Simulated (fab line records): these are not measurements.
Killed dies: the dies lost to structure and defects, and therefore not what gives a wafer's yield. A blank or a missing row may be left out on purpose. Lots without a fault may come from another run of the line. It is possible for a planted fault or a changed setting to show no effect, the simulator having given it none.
fab line records	flow gf180mcu	part 1 of 2: steps 1 to 43 of 44
record: lots: 7	wafers: 21	last-day: 34
route steps=602 shown NWELL@51 LVPWELL@54 MVSD@66 MVPSD@78 VT_IMPLANT@90 PASSIVATION@602
lots that met no fault: taken from a fault-free run of the same line
start-h: start of the lot's first displayed wafer, in hours after the record's first day	wait-h: hours elapsed since this lot's preceding step	" identical to the entry in the row above	L1.1+2: a single row standing in for several wafers	- no value present, or no start provided	* or withheld: withheld	< > ~ a bound
route shown NAME@n: names a module that has steps shown in the file, with the first one's number in the route	usual: mean/standard deviation taken from wafers without a fault	same: alike in all rows	chamber/n: place in a boat	sites: per-site readings	_std_site: their standard deviation	_edge_site: mean of outer sites minus mean of inner sites	radius-mm: how far each site lies from the wafer's centre	mask NAME#n: copy n	behind: the tool/chamber that last shaped the wafer	hold: why the lot was held/for how many hours/how that ended	device: names the non-switching transistor (n, p or np)	end of line: tests of these same wafers at the route's end	where a step has no rows: the recipe by itself	killed: at the first sort, the dies lost to defects and structure; wafer yield is something else	map: dies across one wafer; x = killed, . = not, _ = none there
set.NAME: the setting as run; set.NAME@STEP: as run at that earlier step	model.NAME: the simulator's own value behind a step, which no gauge read
lots at selected steps of the route; one table per step, one row per wafer
services: from which hour (start-h, from the record's first day; less than 0 if before it) a tool's chamber was out of use, for how many hours, and why
== steps ==
step: GF_NWELL_IMPLANT_09
recipe: species: P	energy-kev: 160	dose-cm2: 4e+12	tilt-deg: 0
step: GF_NWELL_STRIP_10
recipe: chemistry: O2/N2	power-w: 1400	pressure-mtorr: 1500	platen-temp-c: 250	o2-flow-sccm: 3000	n2-flow-sccm: 300	overash-fraction: 0.5
usual: drypump-motor-current-A: 5.9/0.45	heater-power-w: 306/29	oes-product-au: 0.723/0.0043	strip-time-to-endpoint-s: 36.95/0.1
lot.wafer	tool	chamber	start-h	wait-h	drypump-motor-current-A	heater-power-w	oes-product-au	rf-hours-counter-h	strip-time-to-endpoint-s
L427.1	plasma-asher-02	1	56.21	0.1	6.6	281	0.728	26	36.79
L427.2	"	0	"	"	6.3	363	0.725	26	36.87
L427.6	"	0	"	"	6.3	354	0.723	-	36.90
L432.1	plasma-asher-02	1	89.96	0.1	6.6	286	0.715	30	36.91
L432.3	"	1	"	"	6.6	278	0.719	-	37.01
L432.4	"	0	"	"	6.3	360	0.724	-	36.94
L433.1	plasma-asher-03	1	91.51	0.1	5.7	304	0.722	43	37.08
L433.4	"	0	"	"	5.6	275	0.728	-	36.88
L433.5	"	0	"	"	5.6	275	0.727	-	36.98
L434.1	plasma-asher-04	0	95.11	0.1	5.5	312	0.720	43	37.02
L434.4	"	0	"	"	5.4	305	0.732	-	37.03
L434.5	"	0	"	"	5.5	314	0.729	-	37.06
L435.1	plasma-asher-03	0	99.71	0.1	5.6	273	0.720	44	36.81
L435.3	"	0	"	"	5.6	275	0.725	-	36.92
L435.4	"	1	"	"	5.6	308	0.723	-	36.86
L447.2	plasma-asher-04	1	164.60	0.1	5.6	283	0.723	4	36.94
L447.3	"	1	"	"	5.6	293	0.723	-	37.04
L447.6	"	0	"	"	5.5	320	0.723	-	36.97
L450.4	plasma-asher-02	0	182.54	0.1	6.3	357	0.720	-	37.00
L450.5	"	1	"	"	6.5	280	0.728	-	37.03
L450.6	"	0	"	"	6.3	353	0.731	-	36.98
step: GF_NWELL_TW_MEAS_11
usual: NWELL_TW: 1580/11
lot.wafer	tool	chamber	start-h	wait-h	NWELL_TW
L427.1	film-metro-04	-	56.31	0.1	1571
L427.2	"	-	"	"	1564
L427.6	"	-	"	"	1582
L432.1	film-metro-04	-	90.06	0.1	1573
L432.3	"	-	"	"	1566
L432.4	"	-	"	"	1571
L433.1	film-metro-03	-	91.61	0.1	1588
L433.4	"	-	"	"	1599
L433.5	"	-	"	"	1586
L434.1	film-metro-03	-	95.21	0.1	1588
L434.4	"	-	"	"	1595
L434.5	"	-	"	"	1595
L435.1	film-metro-01	-	99.81	0.1	1575
L435.3	"	-	"	"	1573
L435.4	"	-	"	"	1576
L447.2	film-metro-01	-	164.71	0.1	1582
L447.3	"	-	"	"	1577
L447.6	"	-	"	"	1577
L450.4	film-metro-03	-	182.64	0.1	1595
L450.5	"	-	"	"	1590
L450.6	"	-	"	"	1587
step: GF_LVPWELL_DEHYDRATE_00
recipe: temp-c: 200	time-s: 60
step: GF_LVPWELL_HMDS_01
recipe: prime-time-s: 60	prime-temp-c: 120
step: GF_LVPWELL_COAT_02
recipe: spin-rpm: 2000	resist-thk-nm: 3043
step: GF_LVPWELL_SOFTBAKE_03
recipe: temp-c: 110	time-s: withheld
step: GF_LVPWELL_EXPOSE_04
recipe: mask-id: LVPWELL	target-cd-nm: 600	na: 0.6	source-shape: conventional	sigma-outer: 0.6	dose-mj: 260
step: GF_LVPWELL_PEB_05
recipe: temp-c: 115	time-s: withheld
step: GF_LVPWELL_DEVELOP_06
recipe: wall-angle-deg: 90	develop-time-s: 60	dev-temp-c: 23
step: GF_LVPWELL_OVL_MEAS_07
usual: LVPWELL_OVL: -0.2/1.3
lot.wafer	tool	chamber	start-h	wait-h	LVPWELL_OVL[nm]
L427.1	overlay-02	-	69.32	-	-1.0
L427.2	"	-	"	"	0.8
L427.6	"	-	"	"	0.5
L432.1	overlay-02	-	103.92	-	-0.6
L432.3	"	-	"	"	-1.0
L432.4	"	-	"	"	-0.6
L433.1	overlay-02	-	105.37	-	-0.2
L433.4	"	-	"	"	-0.1
L433.5	"	-	"	"	-0.7
L434.1	overlay-02	-	109.59	-	-1.1
L434.4	"	-	"	"	1.0
L434.5	"	-	"	"	-1.0
L435.1	overlay-01	-	114.67	-	-0.6
L435.3	"	-	"	"	-1.7
L435.4	"	-	"	"	-1.4
L447.2	overlay-02	-	181.34	-	0.3
L447.3	"	-	"	"	-0.2
L447.6	"	-	"	"	1.4
L450.4	overlay-01	-	199.85	-	-1.4
L450.5	"	-	"	"	0.7
L450.6	"	-	"	"	0.3
step: GF_LVPWELL_IMPLANT_08
recipe: species: B	energy-kev: 170	dose-cm2: 1.438e+13	tilt-deg: 0
step: GF_LVPWELL_IMPLANT_09
recipe: species: B	energy-kev: 60	dose-cm2: 5e+12	tilt-deg: 0
usual: dose-ions-cm2: 5e+12/5.8e+09	faraday-current-uA: 28.2/0.54	tilt-deg: -0.002/0.019
lot.wafer	tool	chamber	start-h	wait-h	dose-ions-cm2	faraday-current-uA	tilt-deg
L427.1	implanter-02	0	69.51	0.1	5.003e+12	28.7	-0.006
L427.2	"	0	"	"	5.006e+12	28.5	0.002
L427.6	"	0	"	"	5.008e+12	27.7	-0.012
L432.1	implanter-01	0	104.11	0.1	5.003e+12	28.7	-0.005
L432.3	"	0	"	"	4.998e+12	29.1	-0.008
L432.4	"	0	"	"	5.003e+12	27.6	0.006
L433.1	implanter-04	0	105.56	0.1	4.95e+11	2.7	0.010
L433.4	"	0	"	"	4.97e+11	2.8	0.010
L433.5	"	0	"	"	4.98e+11	2.8	0.000
L434.1	implanter-04	0	109.77	0.1	4.93e+11	2.7	-0.002
L434.4	"	0	"	"	4.92e+11	2.9	0.006
L434.5	"	0	"	"	4.87e+11	2.9	-0.017
L435.1	implanter-04	0	114.85	0.1	4.96e+11	2.9	-0.009
L435.3	"	0	"	"	5.01e+11	2.8	0.009
L435.4	"	0	"	"	5.01e+11	2.9	-0.016
L447.2	implanter-02	0	181.54	0.1	4.998e+12	28.4	0.025
L447.3	"	0	"	"	4.998e+12	29.3	-0.012
L447.6	"	0	"	"	4.999e+12	28.0	0.007
L450.4	implanter-04	0	200.09	0.1	5e+12	27.5	0.029
L450.5	"	0	"	"	4.999e+12	27.7	0.007
L450.6	"	0	"	"	4.995e+12	27.7	0.020
step: GF_LVPWELL_STRIP_10
recipe: chemistry: O2/N2	power-w: 1400	pressure-mtorr: 1500	platen-temp-c: 250	o2-flow-sccm: 3000	n2-flow-sccm: 300	overash-fraction: 0.5
usual: drypump-motor-current-A: 5.58/0.068	heater-power-w: 302/29	oes-product-au: 0.723/0.0044	strip-time-to-endpoint-s: 37.45/0.097
lot.wafer	tool	chamber	start-h	wait-h	drypump-motor-current-A	heater-power-w	oes-product-au	rf-hours-counter-h	strip-time-to-endpoint-s
L427.1	plasma-asher-04	0	69.66	0.1	5.46	309	0.722	40	37.40
L427.2	"	1	"	"	5.55	288	0.717	40	37.41
L427.6	"	0	"	"	5.46	312	0.719	-	37.50
L432.1	plasma-asher-01	1	104.26	0.1	5.69	358	0.728	44	37.43
L432.3	"	0	"	"	5.51	281	0.721	-	37.38
L432.4	"	1	"	"	5.71	358	0.728	-	37.38
L433.1	plasma-asher-01	0	105.71	0.1	5.50	276	0.727	44	37.44
L433.4	"	0	"	"	5.50	276	0.717	-	37.33
L433.5	"	1	"	"	5.68	357	0.723	-	37.39
L434.1	plasma-asher-01	0	109.92	0.1	5.50	283	0.718	44	37.53
L434.4	"	0	"	"	5.50	288	0.727	-	37.55
L434.5	"	1	"	"	5.72	360	0.726	-	37.59
L435.1	plasma-asher-03	0	115.00	0.1	5.59	281	0.714	46	37.36
L435.3	"	0	"	"	5.61	279	0.722	-	37.38
L435.4	"	1	"	"	5.63	299	0.723	-	37.44
L447.2	plasma-asher-01	1	181.67	0.1	5.67	362	0.722	52	37.42
L447.3	"	0	"	"	5.47	285	0.720	-	37.50
L447.6	"	1	"	"	5.64	361	0.722	-	37.48
L450.4	plasma-asher-01	0	200.20	0.1	5.51	282	0.720	-	37.44
L450.5	"	1	"	"	5.67	360	0.720	-	37.36
L450.6	"	0	"	"	5.49	285	0.728	-	37.52
step: GF_LVPWELL_TW_MEAS_11
usual: LVPWELL_TW: 556/4
lot.wafer	tool	chamber	start-h	wait-h	LVPWELL_TW
L427.1	film-metro-03	-	69.76	0.1	558
L427.2	"	-	"	"	560
L427.6	"	-	"	"	558
L432.1	film-metro-03	-	104.36	0.1	557
L432.3	"	-	"	"	563
L432.4	"	-	"	"	561
L433.1	film-metro-04	-	105.81	0.1	524
L433.4	"	-	"	"	520
L433.5	"	-	"	"	519
L434.1	film-metro-01	-	110.02	0.1	519
L434.4	"	-	"	"	520
L434.5	"	-	"	"	523
L435.1	film-metro-03	-	115.10	0.1	526
L435.3	"	-	"	"	525
L435.4	"	-	"	"	528
L447.2	film-metro-03	-	181.78	0.1	555
L447.3	"	-	"	"	560
L447.6	"	-	"	"	557
L450.4	film-metro-03	-	200.30	0.1	561
L450.5	"	-	"	"	556
L450.6	"	-	"	"	560
step: GF_MVSD_DEHYDRATE_00
recipe: temp-c: 200	time-s: 60
step: GF_MVSD_HMDS_01
recipe: prime-time-s: 60	prime-temp-c: 120
step: GF_MVSD_COAT_02
recipe: spin-rpm: 2000	resist-thk-nm: 3000
step: GF_MVSD_SOFTBAKE_03
recipe: temp-c: 110	time-s: withheld
step: GF_MVSD_EXPOSE_04
recipe: mask-id: MVSD	target-cd-nm: 1000	na: 0.6	source-shape: conventional	sigma-outer: 0.6	dose-mj: 260
step: GF_MVSD_PEB_05
recipe: temp-c: 115	time-s: withheld
step: GF_MVSD_DEVELOP_06
recipe: wall-angle-deg: 90	develop-time-s: 60	dev-temp-c: 23
step: GF_MVSD_OVL_MEAS_07
usual: MVSD_OVL: 1.0/1.2
lot.wafer	tool	chamber	start-h	wait-h	MVSD_OVL[nm]
L427.1	overlay-02	-	82.83	-	2.5
L427.2	"	-	"	"	2.0
L427.6	"	-	"	"	0.6
L432.1	overlay-02	-	118.58	-	2.7
L432.3	"	-	"	"	2.5
L432.4	"	-	"	"	1.7
L433.1	overlay-01	-	120.53	-	2.0
L433.4	"	-	"	"	3.1
L433.5	"	-	"	"	1.7
L434.1	overlay-01	-	124.53	-	0.1
L434.4	"	-	"	"	0.3
L434.5	"	-	"	"	-0.3
L435.1	overlay-01	-	130.33	-	0.4
L435.3	"	-	"	"	1.7
L435.4	"	-	"	"	1.3
L447.2	overlay-01	-	199.49	-	1.3
L447.3	"	-	"	"	1.3
L447.6	"	-	"	"	-0.8
L450.4	overlay-02	-	218.14	-	0.2
L450.5	"	-	"	"	1.2
L450.6	"	-	"	"	-1.3
step: GF_MVSD_IMPLANT_08
recipe: species: P	energy-kev: 400	dose-cm2: 1.6e+13	tilt-deg: 0
step: GF_MVSD_IMPLANT_09
recipe: species: P	energy-kev: 100	dose-cm2: 5e+12	tilt-deg: 0
step: GF_MVSD_STRIP_10
recipe: chemistry: O2/N2	power-w: 1400	pressure-mtorr: 1500	platen-temp-c: 250	o2-flow-sccm: 3000	n2-flow-sccm: 300	overash-fraction: 0.5
usual: drypump-motor-current-A: 5.8/0.44	heater-power-w: 312/31	oes-product-au: 0.722/0.0043	strip-time-to-endpoint-s: 36.94/0.14
lot.wafer	tool	chamber	start-h	wait-h	drypump-motor-current-A	heater-power-w	oes-product-au	rf-hours-counter-h	strip-time-to-endpoint-s
L427.1	plasma-asher-02	1	83.16	0.1	6.6	288	0.715	29	36.75
L427.2	"	0	"	"	6.3	362	0.722	29	36.70
L427.6	"	1	"	"	6.6	282	0.725	-	36.72
L432.1	plasma-asher-02	1	118.91	0.1	6.6	284	0.715	33	36.81
L432.3	"	1	"	"	6.6	275	0.727	-	36.91
L432.4	"	0	"	"	6.3	360	0.721	-	36.87
L433.1	plasma-asher-04	1	120.86	0.1	5.5	284	0.730	0	36.79
L433.4	"	1	"	"	5.6	287	0.727	-	36.70
L433.5	"	1	"	"	5.6	291	0.714	-	36.71
L434.1	plasma-asher-04	1	124.86	0.1	5.6	279	0.729	1	36.88
L434.4	"	1	"	"	5.6	285	0.725	-	36.90
L434.5	"	1	"	"	5.6	290	0.719	-	36.88
L435.1	plasma-asher-01	0	130.66	0.1	5.5	281	0.719	47	36.89
L435.3	"	0	"	"	5.5	285	0.718	-	36.95
L435.4	"	1	"	"	5.7	355	0.726	-	36.94
L447.2	plasma-asher-01	1	199.82	0.1	5.7	365	0.723	54	37.26
L447.3	"	0	"	"	5.5	287	0.720	-	37.21
L447.6	"	0	"	"	5.5	281	0.720	-	37.13
L450.4	plasma-asher-02	1	218.49	0.1	6.6	280	0.717	-	36.95
L450.5	"	0	"	"	6.3	354	0.723	-	37.02
L450.6	"	1	"	"	6.6	280	0.721	-	36.91
step: GF_MVSD_TW_MEAS_11
usual: MVSD_TW: 1587/9.9
lot.wafer	tool	chamber	start-h	wait-h	MVSD_TW
L427.1	film-metro-03	-	83.26	0.1	1595
L427.2	"	-	"	"	1585
L427.6	"	-	"	"	1591
L432.1	film-metro-04	-	119.01	0.1	1580
L432.3	"	-	"	"	1580
L432.4	"	-	"	"	1581
L433.1	film-metro-03	-	120.96	0.1	1596
L433.4	"	-	"	"	1604
L433.5	"	-	"	"	1610
L434.1	film-metro-03	-	124.96	0.1	1602
L434.4	"	-	"	"	1604
L434.5	"	-	"	"	1601
L435.1	film-metro-03	-	130.76	0.1	1600
L435.3	"	-	"	"	1594
L435.4	"	-	"	"	1601
L447.2	film-metro-01	-	199.93	0.1	1581
L447.3	"	-	"	"	1580
L447.6	"	-	"	"	1583
L450.4	film-metro-03	-	218.59	0.1	1600
L450.5	"	-	"	"	1597
L450.6	"	-	"	"	1597
step: GF_MVPSD_DEHYDRATE_00
recipe: temp-c: 200	time-s: 60
step: GF_MVPSD_HMDS_01
recipe: prime-time-s: 60	prime-temp-c: 120
step: GF_MVPSD_COAT_02
recipe: spin-rpm: 2000	resist-thk-nm: 3000
step: GF_MVPSD_SOFTBAKE_03
recipe: temp-c: 110	time-s: withheld
step: GF_MVPSD_EXPOSE_04
recipe: mask-id: MVPSD	target-cd-nm: 1000	na: 0.6	source-shape: conventional	sigma-outer: 0.6	dose-mj: 260
step: GF_MVPSD_PEB_05
recipe: temp-c: 115	time-s: withheld
step: GF_MVPSD_DEVELOP_06
recipe: wall-angle-deg: 90	develop-time-s: 60	dev-temp-c: 23
step: GF_MVPSD_OVL_MEAS_07
usual: MVPSD_OVL: 0.2/1.3
lot.wafer	tool	chamber	start-h	wait-h	MVPSD_OVL[nm]
L427.1	overlay-01	-	96.68	-	0.6
L427.2	"	-	"	"	0.9
L427.6	"	-	"	"	-0.8
L432.1	overlay-01	-	133.27	-	2.2
L432.3	"	-	"	"	-0.2
L432.4	"	-	"	"	0.7
L433.1	overlay-02	-	136.32	-	-2.1
L433.4	"	-	"	"	-0.3
L433.5	"	-	"	"	0.0
L434.1	overlay-01	-	139.98	-	3.4
L434.4	"	-	"	"	3.5
L434.5	"	-	"	"	0.1
L435.1	overlay-01	-	146.22	-	0.7
L435.3	"	-	"	"	1.2
L435.4	"	-	"	"	2.0
L447.2	overlay-01	-	217.67	-	-0.3
L447.3	"	-	"	"	-0.7
L447.6	"	-	"	"	0.0
L450.4	overlay-01	-	237.43	-	0.4
L450.5	"	-	"	"	-0.2
L450.6	"	-	"	"	1.8
step: GF_MVPSD_IMPLANT_08
recipe: species: B	energy-kev: 170	dose-cm2: 1.5e+13	tilt-deg: 0
step: GF_MVPSD_IMPLANT_09
recipe: species: B	energy-kev: 40	dose-cm2: 5e+12	tilt-deg: 0
step: GF_MVPSD_STRIP_10
recipe: chemistry: O2/N2	power-w: 1400	pressure-mtorr: 1500	platen-temp-c: 250	o2-flow-sccm: 3000	n2-flow-sccm: 300	overash-fraction: 0.5
usual: drypump-motor-current-A: 5.8/0.37	heater-power-w: 308/35	oes-product-au: 0.722/0.0045	strip-time-to-endpoint-s: 36.93/0.091
lot.wafer	tool	chamber	start-h	wait-h	drypump-motor-current-A	heater-power-w	oes-product-au	rf-hours-counter-h	strip-time-to-endpoint-s
L427.1	plasma-asher-01	1	97.01	0.1	5.7	370	0.726	43	37.13
L427.2	"	0	"	"	5.5	278	0.724	43	37.01
L427.6	"	0	"	"	5.5	283	0.725	-	37.00
L432.1	plasma-asher-01	1	133.60	0.1	5.7	350	0.720	47	36.87
L432.3	"	1	"	"	5.7	372	0.718	-	36.91
L432.4	"	0	"	"	5.5	274	0.726	-	36.93
L433.1	plasma-asher-02	0	136.65	0.1	6.3	360	0.724	35	37.16
L433.4	"	1	"	"	6.6	282	0.720	-	36.95
L433.5	"	0	"	"	6.3	354	0.727	-	37.18
L434.1	plasma-asher-02	1	140.31	0.1	6.6	276	0.713	35	36.99
L434.4	"	1	"	"	6.6	290	0.725	-	36.96
L434.5	"	1	"	"	6.6	279	0.727	-	36.89
L435.1	plasma-asher-01	1	146.55	0.1	5.7	354	0.717	48	36.84
L435.3	"	0	"	"	5.5	277	0.722	-	36.86
L435.4	"	1	"	"	5.7	369	0.724	-	36.86
L447.2	plasma-asher-01	1	218.00	0.1	5.7	365	0.728	56	36.94
L447.3	"	1	"	"	5.7	360	0.718	-	36.99
L447.6	"	0	"	"	5.5	273	0.734	-	36.95
L450.4	plasma-asher-02	0	237.79	0.1	6.3	363	0.729	-	36.98
L450.5	"	0	"	"	6.3	352	0.726	-	37.00
L450.6	"	1	"	"	6.6	278	0.725	-	36.96
step: GF_MVPSD_TW_MEAS_11
usual: MVPSD_TW: 556/4.1
lot.wafer	tool	chamber	start-h	wait-h	MVPSD_TW
L427.1	film-metro-03	-	97.11	0.1	562
L427.2	"	-	"	"	564
L427.6	"	-	"	"	561
L432.1	film-metro-03	-	133.70	0.1	563
L432.3	"	-	"	"	559
L432.4	"	-	"	"	563
L433.1	film-metro-04	-	136.75	0.1	549
L433.4	"	-	"	"	550
L433.5	"	-	"	"	553
L434.1	film-metro-01	-	140.41	0.1	552
L434.4	"	-	"	"	553
L434.5	"	-	"	"	551
L435.1	film-metro-01	-	146.65	0.1	552
L435.3	"	-	"	"	554
L435.4	"	-	"	"	553
L447.2	film-metro-01	-	218.11	0.1	546
L447.3	"	-	"	"	553
L447.6	"	-	"	"	549
L450.4	film-metro-03	-	237.88	0.1	557
L450.5	"	-	"	"	558
L450.6	"	-	"	"	562
step: GF_VT_IMPLANT_DEHYDRATE_00
recipe: temp-c: 200	time-s: 60
step: GF_VT_IMPLANT_HMDS_01
recipe: prime-time-s: 60	prime-temp-c: 120
step: GF_VT_IMPLANT_COAT_02
recipe: resist: NOVOLAK	spin-rpm: 3000	resist-thk-nm: 1000
step: GF_VT_IMPLANT_RS_MEAS_48
recipe: thk-meas-gauge: four-point-probe
usual: LVPWELL_RS: 1220.7/3
lot.wafer	tool	chamber	start-h	wait-h	LVPWELL_RS[ohm/sq]
L427.1	film-metro-01	-	158.27	0.1	1219.7
L427.2	"	-	"	"	1218.0
L427.6	"	-	"	"	1217.9
L432.1	film-metro-01	-	200.51	0.1	1226.1
L432.3	"	-	"	"	1225.7
L432.4	"	-	"	"	1226.8
L433.1	film-metro-04	-	203.50	0.1	1522.8
L433.4	"	-	"	"	1527.9
L433.5	"	-	"	"	1517.7
L434.1	film-metro-03	-	207.75	0.1	1530.9
L434.4	"	-	"	"	1526.7
L434.5	"	-	"	"	1523.4
L435.1	film-metro-03	-	216.01	0.1	1520.6
L435.3	"	-	"	"	1522.7
L435.4	"	-	"	"	1523.1
L447.2	film-metro-01	-	295.23	0.1	1220.0
L447.3	"	-	"	"	1217.1
L447.6	"	-	"	"	1220.9
L450.4	film-metro-04	-	317.93	0.1	1221.0
L450.5	"	-	"	"	1222.4
L450.6	"	-	"	"	1216.9
== key ==
first-sign: step: GF_LVPWELL_IMPLANT_09	reading: dose-ions-cm2	direction: down	sigmas: 99+	usual: 5e+12	struck: 4.95e+11
effect: step: GF_LVPWELL_IMPLANT_09	reading: faraday-current-uA	direction: down	sigmas: 47	usual: 28.2	struck: 2.8
effect: step: GF_LVPWELL_TW_MEAS_11	reading: LVPWELL_TW	direction: down	sigmas: 8.4	usual: 556	struck: 523
effect: step: GF_VT_IMPLANT_RS_MEAS_48	reading: LVPWELL_RS	direction: up	sigmas: 99+	usual: 1220.7	struck: 1524.0
model-effect: step: GF_PASSIVATION_PROBE_99	value: etest.nldd_6p0.line-ohm-um	without: 4690	struck: 4219
met-at GF_LVPWELL_IMPLANT_09
struck-wafers L433.1,L433.4,L433.5,L434.1,L434.4,L434.5,L435.1,L435.3,L435.4
tester-left-out L433,L434,L435
fault: kind: process-parameter-drift	tool: implanter-04	chamber: -	onset-h: 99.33	steps: GF_LVPWELL_IMPLANT_09	channel: dose-cm2	offset: -4.5e+12	shape: step	end-h: 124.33	acts-in: these-recipes-only	stated: 5e+12
tester-left-out: of these lots the tester's yield and bins aren't shown, on N5 and GAA mostly nor the transistor test; their killed dies are dies lost to structure and defects alone, not to doping, threshold or leakage, so they don't give the yield
